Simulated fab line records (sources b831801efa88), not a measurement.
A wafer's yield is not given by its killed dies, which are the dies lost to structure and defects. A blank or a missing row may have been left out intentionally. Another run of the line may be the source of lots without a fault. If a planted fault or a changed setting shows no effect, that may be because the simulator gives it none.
fab line records -- flow sky130
record: lots: 6, wafers: 18, lastDay: 50
route steps=708 shown DNWELL@41 PWDE@45 PAD_OPEN@708
lots that met no fault: from a run of the same line without faults
startH: start of the lot's first displayed wafer, in hours after the record's first day -- waitH: time in hours since the lot's previous step -- " the same as in the row above -- L1.1+2: several wafers, shown together as one row -- - no value present, or no start provided -- * or withheld: withheld -- < > ~ a bound
route shown NAME@n: NAME is a module with steps in the file, n the number in the route of the first one -- usual: the fault-free wafers' mean and standard deviation -- same: alike in all rows -- chamber/n: place in a boat -- sites: per-site readings -- _std_site: the standard deviation of these -- _edge_site: inner sites' mean taken away from outer sites' mean -- radiusMm: for every site, how far away it sits from the centre of the wafer -- mask NAME#n: copy n -- behind: the last tool/chamber to shape the wafer -- hold: reason for holding the lot/hours on hold/outcome of the hold -- device: transistor that didn't switch, given as n, p or np -- end of line: the tests these same wafers got at the end of their route -- a step given without rows: its recipe and nothing more -- killed: count of dies lost to structure and defects at first sort (not the wafer's yield) -- map: dies across one wafer; x = killed, . = not, _ = none there
set.NAME: the setting the step ran with; set.NAME@STEP: the setting that earlier step ran with -- model.NAME: the simulator's own value behind a step, which no gauge read
a table for each step, a row for each wafer; lots at some steps of the route
services: a tool's chamber out of use, with start hour (startH, from the record's first day; less than 0 if before it), hours out, and reason
== steps ==
step: SKY_DNWELL_DEVELOP_06
recipe: wallAngleDeg: 90, developer: TMAH, developTimeS: 60, devTempC: 23
step: SKY_DNWELL_IMPLANT_07
recipe: species: P, energyKev: withheld, doseCm2: withheld, tiltDeg: withheld
step: SKY_DNWELL_STRIP_08
recipe: chemistry: O2/N2, powerW: 1400, pressureMtorr: 1500, platenTempC: withheld, o2FlowSccm: 3000, n2FlowSccm: 300, overashFraction: 0.5
usual: drypumpMotorCurrentA: 5.7/0.66, n2FlowSccm: 300.0/0.93, oesProductAu: 0.722/0.0046, stripTimeToEndpointS: 37.45/0.11
lot.wafer,tool,chamber,startH,waitH,drypumpMotorCurrentA,n2FlowSccm,oesProductAu,rfHoursCounterH,stripTimeToEndpointS
L897.3,plasmaAsher-03,0,85.37,0.1,5.8,301.9,0.720,-,37.51
L897.5,plasmaAsher-03,0,85.37,0.1,5.8,300.4,0.726,-,37.56
L897.6,plasmaAsher-03,1,85.37,0.1,5.5,300.6,0.723,-,37.53
L901.1,plasmaAsher-03,0,106.78,0.1,5.8,299.1,0.713,44,37.49
L901.3,plasmaAsher-03,0,106.78,0.1,5.8,301.0,0.722,-,37.52
L901.6,plasmaAsher-03,1,106.78,0.1,5.4,301.0,0.726,-,37.52
L903.3,plasmaAsher-04,1,116.27,0.1,4.7,299.6,0.726,-,37.48
L903.4,plasmaAsher-04,0,116.27,0.1,6.7,300.7,0.724,-,37.45
L903.5,plasmaAsher-04,1,116.27,0.1,4.7,300.3,0.726,-,37.31
L904.3,plasmaAsher-01,0,121.27,0.1,5.2,298.8,0.727,-,37.33
L904.4,plasmaAsher-01,1,121.27,0.1,6.2,298.6,0.718,-,37.30
L904.5,plasmaAsher-01,0,121.27,0.1,5.2,299.1,0.728,-,37.38
L909.3,plasmaAsher-01,0,143.67,0.1,5.2,300.4,0.723,-,37.48
L909.5,plasmaAsher-01,0,143.67,0.1,5.3,301.1,0.721,-,37.53
L909.6,plasmaAsher-01,1,143.67,0.1,6.2,299.6,0.719,-,37.48
L915.1,plasmaAsher-04,1,177.64,0.1,4.7,300.0,0.723,47,37.53
L915.5,plasmaAsher-04,0,177.64,0.1,6.7,299.0,0.728,-,37.57
L915.6,plasmaAsher-04,1,177.64,0.1,4.7,299.0,0.730,-,37.50
step: SKY_DNWELL_TW_MEAS_09
usual: DNWELL_TW: 1112/14
lot.wafer,tool,chamber,startH,waitH,DNWELL_TW
L897.3,filmMetro-02,-,85.45,0.1,1097
L897.5,filmMetro-02,-,85.45,0.1,1098
L897.6,filmMetro-02,-,85.45,0.1,1099
L901.1,filmMetro-04,-,106.88,0.1,1103
L901.3,filmMetro-04,-,106.88,0.1,1104
L901.6,filmMetro-04,-,106.88,0.1,1098
L903.3,filmMetro-03,-,116.35,0.1,1130
L903.4,filmMetro-03,-,116.35,0.1,1133
L903.5,filmMetro-03,-,116.35,0.1,1133
L904.3,filmMetro-04,-,121.36,0.1,1105
L904.4,filmMetro-04,-,121.36,0.1,1104
L904.5,filmMetro-04,-,121.36,0.1,1111
L909.3,filmMetro-03,-,143.75,0.1,1137
L909.5,filmMetro-03,-,143.75,0.1,1138
L909.6,filmMetro-03,-,143.75,0.1,1133
L915.1,filmMetro-02,-,177.74,0.1,1111
L915.5,filmMetro-02,-,177.74,0.1,1112
L915.6,filmMetro-02,-,177.74,0.1,1113
step: SKY_PWDE_DEHYDRATE_00
recipe: tempC: 200, timeS: 60
step: SKY_PWDE_HMDS_01
recipe: primeTimeS: 60, primeTempC: 120
step: SKY_PWDE_COAT_02
recipe: spinRpm: 2000, resistThkNm: 3000
step: SKY_PWDE_SOFTBAKE_03
recipe: tempC: 110, timeS: withheld
step: SKY_PWDE_EXPOSE_04
recipe: maskId: PWDEM, na: 0.6, sourceShape: conventional, sigmaOuter: 0.6, polarization: unpolarized, targetCdNm: 840, doseMj: 214
step: SKY_PWDE_PEB_05
recipe: tempC: 115, timeS: withheld
step: SKY_PWDE_DEVELOP_06
recipe: wallAngleDeg: 90, developer: TMAH, developTimeS: 60, devTempC: 23
step: SKY_PWDE_OVL_MEAS_07
usual: PWDE_OVL: -0.4/1.9
lot.wafer,tool,chamber,startH,waitH,PWDE_OVL[nm]
L897.3,overlay-01,-,102.00,-,0.3
L897.5,overlay-01,-,102.00,-,-0.9
L897.6,overlay-01,-,102.00,-,-1.8
L901.1,overlay-02,-,124.79,-,2.5
L901.3,overlay-02,-,124.79,-,-0.5
L901.6,overlay-02,-,124.79,-,1.9
L903.3,overlay-02,-,134.60,-,-1.1
L903.4,overlay-02,-,134.60,-,-1.8
L903.5,overlay-02,-,134.60,-,1.5
L904.3,overlay-01,-,140.20,-,-0.7
L904.4,overlay-01,-,140.20,-,-2.7
L904.5,overlay-01,-,140.20,-,-2.4
L909.3,overlay-01,-,162.50,-,-1.2
L909.5,overlay-01,-,162.50,-,-1.1
L909.6,overlay-01,-,162.50,-,2.4
L915.1,overlay-02,-,199.19,-,-0.4
L915.5,overlay-02,-,199.19,-,-0.6
L915.6,overlay-02,-,199.19,-,0.3
step: SKY_PWDE_IMPLANT_08
recipe: species: B, energyKev: 150, doseCm2: 3.6e+12, tiltDeg: withheld
usual: beamEnergyKeV: 150.01/0.046
lot.wafer,tool,chamber,startH,waitH,beamEnergyKeV,model.implant.rpNm,model.implant.drpNm
L897.3,implanter-04,0,102.07,0.1,149.94,426.1,97.97
L897.5,implanter-04,0,102.07,0.1,149.96,426.1,97.97
L897.6,implanter-04,0,102.07,0.1,149.88,426.1,97.97
L901.1,implanter-02,0,124.82,0.0,150.02,453.4,97.97
L901.3,implanter-02,0,124.82,0.0,150.01,453.4,97.97
L901.6,implanter-02,0,124.82,0.0,149.99,453.4,97.97
L903.3,implanter-02,0,134.67,0.1,138.97,418.8,95.21
L903.4,implanter-02,0,134.67,0.1,139.02,418.8,95.21
L903.5,implanter-02,0,134.67,0.1,139.02,418.8,95.21
L904.3,implanter-02,0,140.27,0.1,138.93,414.3,95.21
L904.4,implanter-02,0,140.27,0.1,138.96,414.3,95.21
L904.5,implanter-02,0,140.27,0.1,139.04,414.3,95.21
L909.3,implanter-04,0,162.57,0.1,150.05,439.5,97.97
L909.5,implanter-04,0,162.57,0.1,150.00,439.5,97.97
L909.6,implanter-04,0,162.57,0.1,149.98,439.5,97.97
L915.1,implanter-01,0,199.22,0.0,149.98,437.6,97.97
L915.5,implanter-01,0,199.22,0.0,150.00,437.6,97.97
L915.6,implanter-01,0,199.22,0.0,149.96,437.6,97.97
step: SKY_PWDE_STRIP_09
recipe: chemistry: O2/N2, powerW: 1400, pressureMtorr: 1500, platenTempC: withheld, o2FlowSccm: 3000, n2FlowSccm: 300, overashFraction: 0.5
usual: drypumpMotorCurrentA: 5.6/0.7, n2FlowSccm: 299.9/1.1, oesProductAu: 0.722/0.0048, stripTimeToEndpointS: 36.92/0.097
lot.wafer,tool,chamber,startH,waitH,drypumpMotorCurrentA,n2FlowSccm,oesProductAu,rfHoursCounterH,stripTimeToEndpointS
L897.3,plasmaAsher-02,1,102.20,0.1,5.9,299.8,0.720,-,36.87
L897.5,plasmaAsher-02,0,102.20,0.1,5.1,300.9,0.729,-,36.98
L897.6,plasmaAsher-02,1,102.20,0.1,5.9,299.0,0.721,-,36.87
L901.1,plasmaAsher-01,0,124.97,0.1,5.3,299.3,0.725,1,37.08
L901.3,plasmaAsher-01,0,124.97,0.1,5.2,299.7,0.722,-,37.08
L901.6,plasmaAsher-01,0,124.97,0.1,5.2,300.1,0.720,-,37.07
L903.3,plasmaAsher-04,0,134.81,0.1,6.7,300.9,0.717,-,37.10
L903.4,plasmaAsher-04,1,134.81,0.1,4.7,300.5,0.716,-,37.01
L903.5,plasmaAsher-04,1,134.81,0.1,4.7,299.7,0.724,-,37.09
L904.3,plasmaAsher-01,1,140.40,0.1,6.2,302.1,0.718,-,36.87
L904.4,plasmaAsher-01,0,140.40,0.1,5.2,300.3,0.719,-,36.92
L904.5,plasmaAsher-01,1,140.40,0.1,6.2,302.4,0.726,-,37.01
L909.3,plasmaAsher-02,0,162.70,0.1,5.1,300.0,0.725,-,36.78
L909.5,plasmaAsher-02,1,162.70,0.1,5.9,299.3,0.723,-,36.78
L909.6,plasmaAsher-02,0,162.70,0.1,5.1,299.9,0.725,-,36.83
L915.1,plasmaAsher-02,0,199.37,0.1,5.1,297.7,0.719,38,36.96
L915.5,plasmaAsher-02,1,199.37,0.1,5.9,299.3,0.728,-,37.07
L915.6,plasmaAsher-02,0,199.37,0.1,5.1,298.8,0.719,-,37.00
step: SKY_PAD_OPEN_PROBE_99
usual: killed_at_M0_to_M3: 44/6.6, killed_at_M4_up: 2.9/1.8, killedAtContacts: 24/4.8, killedAtFrontEnd: 15/4.5, killedAtOther: 0.3/0.64, killedDies: 86/8.7, killedOpen: 47/6.5, killedShort: 39/5.8
same: grossDies: 492, killedAtBackSide: 0
lot.wafer,tool,chamber,startH,waitH,killed_at_M0_to_M3,killed_at_M4_up,killedAtContacts,killedAtFrontEnd,killedAtOther,killedDies,killedOpen,killedShort,model.etest.res_p_drift_20v.lineOhmUm,model.etest.res_p_drift_20v.rsOhmSq
L897.3,prober-02,-,1109.01,0.2,51,6,17,19,0,93,55,38,1.165e+04,9799
L897.5,prober-02,-,1109.11,0.2,36,2,22,15,0,75,40,35,1.174e+04,9887
L897.6,prober-02,-,1109.16,0.2,53,2,26,19,0,100,54,46,1.24e+04,1.049e+04
L901.1,prober-01,-,1139.22,0.1,42,0,21,12,1,76,43,33,1.119e+04,9310
L901.3,prober-01,-,1139.32,0.2,43,2,21,21,1,88,38,50,1.091e+04,9168
L901.6,prober-01,-,1139.47,0.2,49,7,31,12,0,99,49,50,1.112e+04,9209
L903.3,prober-02,-,1143.16,0.2,51,6,24,24,0,105,57,48,1.218e+04,1.023e+04
L903.4,prober-02,-,1143.21,0.2,54,3,18,19,1,95,55,40,1.187e+04,1.008e+04
L903.5,prober-02,-,1143.26,0.2,47,1,31,13,0,92,51,41,1.299e+04,1.081e+04
L904.3,prober-01,-,1145.74,0.2,40,4,32,4,0,80,41,39,1.335e+04,1.11e+04
L904.4,prober-01,-,1145.79,0.2,41,1,17,17,0,76,38,38,1.267e+04,1.068e+04
L904.5,prober-01,-,1145.84,0.2,41,1,23,12,0,77,40,37,1.284e+04,1.077e+04
L909.3,prober-02,-,1168.64,0.2,43,4,27,15,0,89,43,44,1.089e+04,9200
L909.5,prober-02,-,1168.74,0.2,46,5,35,9,0,95,51,43,1.108e+04,9137
L909.6,prober-02,-,1168.79,0.2,46,4,25,15,0,90,48,40,1.084e+04,9052
L915.1,prober-02,-,1195.61,0.1,44,2,25,13,0,84,46,38,1.182e+04,1.002e+04
L915.5,prober-02,-,1195.81,0.2,52,2,28,17,0,99,59,40,1.154e+04,9738
L915.6,prober-02,-,1195.86,0.2,47,2,23,4,0,76,34,41,1.145e+04,9674
killed by level:class
L897.3 VIA1:geometricParticle:open=16 VIA3:geometricParticle:open=9 VIA1:geometricParticle:short=7 VIA2:geometricParticle:open=7 FIELD_ISO:geometricParticle:short=6 POLY_GATE:geometricParticle:open=5 CONTACT:geometricParticle:open=5 CONTACT:geometricParticle:short=4
L897.5 VIA1:geometricParticle:open=11 CONTACT:geometricParticle:open=9 FIELD_ISO:geometricParticle:short=5 VIA2:geometricParticle:open=5 VIA3:geometricParticle:open=5 METAL1:geometricParticle:short=4 POLY_GATE:geometricParticle:short=4 LI_CONTACT:geometricParticle:open=4
L897.6 VIA1:geometricParticle:open=14 CONTACT:geometricParticle:open=12 VIA2:geometricParticle:open=10 METAL2:geometricParticle:short=7 VIA3:geometricParticle:short=7 LI_CONTACT:geometricParticle:open=6 CONTACT:geometricParticle:short=6 FIELD_ISO:geometricParticle:open=5
L901.1 VIA1:geometricParticle:open=10 CONTACT:geometricParticle:open=8 VIA2:geometricParticle:open=7 LI_CONTACT:geometricParticle:open=6 METAL1:geometricParticle:short=5 POLY_GATE:geometricParticle:open=4 CONTACT:geometricParticle:short=4 VIA1:geometricParticle:short=4
L901.3 VIA1:geometricParticle:open=13 CONTACT:geometricParticle:open=8 POLY_GATE:geometricParticle:short=6 FIELD_ISO:geometricParticle:short=5 VIA1:geometricParticle:short=5 METAL2:geometricParticle:short=5 VIA3:geometricParticle:short=5 LI_CONTACT:geometricParticle:open=4
L901.6 CONTACT:geometricParticle:open=11 VIA1:geometricParticle:open=11 LI_CONTACT:geometricParticle:open=8 METAL1:geometricParticle:short=7 METAL4:geometricParticle:short=7 VIA1:geometricParticle:short=6 VIA2:geometricParticle:short=6 CONTACT:geometricParticle:short=5
L903.3 CONTACT:geometricParticle:open=10 VIA3:geometricParticle:open=9 FIELD_ISO:geometricParticle:short=8 VIA1:geometricParticle:open=8 FIELD_ISO:geometricParticle:open=7 VIA2:geometricParticle:open=7 VIA1:geometricParticle:short=6 CONTACT:geometricParticle:short=6
L903.4 VIA1:geometricParticle:open=23 CONTACT:geometricParticle:open=10 FIELD_ISO:geometricParticle:short=7 VIA3:geometricParticle:open=6 FIELD_ISO:geometricParticle:open=5 VIA1:geometricParticle:short=5 POLY_GATE:geometricParticle:short=4 METAL1:geometricParticle:short=4
L903.5 VIA1:geometricParticle:open=15 CONTACT:geometricParticle:open=9 LI_CONTACT:geometricParticle:open=8 CONTACT:geometricParticle:short=7 VIA1:geometricParticle:short=6 METAL1:geometricParticle:short=6 VIA3:geometricParticle:open=6 POLY_GATE:geometricParticle:short=5
L904.3 CONTACT:geometricParticle:open=11 VIA1:geometricParticle:open=10 CONTACT:geometricParticle:short=10 METAL2:geometricParticle:short=5 VIA3:geometricParticle:open=4 LI_CONTACT:geometricParticle:open=4 METAL1:geometricParticle:short=4 VIA2:geometricParticle:short=4
L904.4 METAL1:geometricParticle:short=10 VIA1:geometricParticle:open=8 FIELD_ISO:geometricParticle:short=6 LI_CONTACT:geometricParticle:open=6 CONTACT:geometricParticle:open=6 VIA1:geometricParticle:short=6 VIA2:geometricParticle:open=5 VIA3:geometricParticle:short=4
L904.5 VIA1:geometricParticle:open=8 LI_CONTACT:geometricParticle:short=6 CONTACT:geometricParticle:open=6 METAL2:geometricParticle:short=6 VIA2:geometricParticle:open=6 VIA3:geometricParticle:open=6 METAL1:geometricParticle:short=5 FIELD_ISO:geometricParticle:short=4
L909.3 LI_CONTACT:geometricParticle:open=12 VIA1:geometricParticle:short=9 VIA1:geometricParticle:open=7 CONTACT:geometricParticle:open=6 VIA3:geometricParticle:open=6 METAL2:geometricParticle:short=5 FIELD_ISO:geometricParticle:short=4 METAL1:geometricParticle:short=4
L909.5 CONTACT:geometricParticle:open=15 LI_CONTACT:geometricParticle:open=9 VIA2:geometricParticle:open=9 VIA1:geometricParticle:short=9 METAL2:geometricParticle:short=9 VIA1:geometricParticle:open=7 VIA3:geometricParticle:short=6 FIELD_ISO:geometricParticle:open=4
L909.6 CONTACT:geometricParticle:open=10 LI_CONTACT:geometricParticle:open=7 VIA1:geometricParticle:open=7 POLY_GATE:geometricParticle:open=6 VIA1:geometricParticle:short=6 METAL2:geometricParticle:short=6 VIA2:geometricParticle:open=5 VIA3:geometricParticle:short=5
L915.1 VIA1:geometricParticle:open=13 CONTACT:geometricParticle:short=10 CONTACT:geometricParticle:open=8 VIA3:geometricParticle:open=6 FIELD_ISO:geometricParticle:short=5 METAL2:geometricParticle:short=5 LI_CONTACT:geometricParticle:open=5 VIA1:geometricParticle:short=5
L915.5 VIA3:geometricParticle:open=12 CONTACT:geometricParticle:open=10 VIA1:geometricParticle:open=7 LI_CONTACT:geometricParticle:short=6 METAL1:geometricParticle:short=6 FIELD_ISO:geometricParticle:open=5 VIA2:geometricParticle:open=5 LI_CONTACT:geometricParticle:open=5
L915.6 VIA3:geometricParticle:open=8 VIA1:geometricParticle:short=8 VIA2:geometricParticle:open=7 CONTACT:geometricParticle:open=7 CONTACT:geometricParticle:short=7 METAL1:geometricParticle:short=6 METAL2:geometricParticle:short=5 VIA2:geometricParticle:short=5
== services ==
tool,chamber,startH,hours,kind
implanter-01,-,80.26,5.9,pm
implanter-02,-,82.76,2.2,repair
implanter-02,-,92.35,0.8,repair
plasmaAsher-01,-,108.75,9.0,pm
plasmaAsher-01,0,108.75,9.0,ventCycle
plasmaAsher-01,1,108.75,9.0,ventCycle
implanter-04,-,110.61,2.4,repair
implanter-01,-,110.96,0.5,repair
plasmaAsher-01,0,117.75,-,clean
plasmaAsher-01,1,117.75,-,clean
implanter-01,-,145.92,0.5,repair
plasmaAsher-02,-,155.22,0.9,repair
plasmaAsher-04,-,162.00,14.6,pm
== key ==
firstSign: step: SKY_PWDE_IMPLANT_08, reading: beamEnergyKeV, direction: down, sigmas: 99+, usual: *, struck: *
effect none on later readings
modelEffect: step: SKY_PWDE_IMPLANT_08, value: implant.rpNm, without: 442.1, struck: 416.6
modelEffect: step: SKY_PAD_OPEN_PROBE_99, value: etest.res_p_drift_20v.lineOhmUm, without: 1.076e+04, struck: 1.265e+04
metAt SKY_PWDE_IMPLANT_08
struckWafers L903.3,L903.4,L903.5,L904.3,L904.4,L904.5
testerLeftOut L903,L904
onsetBetween 124.82 134.67
fault: kind: processParameterDrift, tool: implanter-02, chamber: -, onsetH: 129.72, steps: SKY_PWDE_IMPLANT_08, channel: energyKev, offset: *, shape: step, endH: 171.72, actsIn: *, stated: *
testerLeftOut: of these lots the tester's yield and bins aren't shown, on N5 and GAA mostly nor the transistor test; their killed dies are dies lost to structure and defects alone, not to doping, threshold or leakage, so they don't give the yield
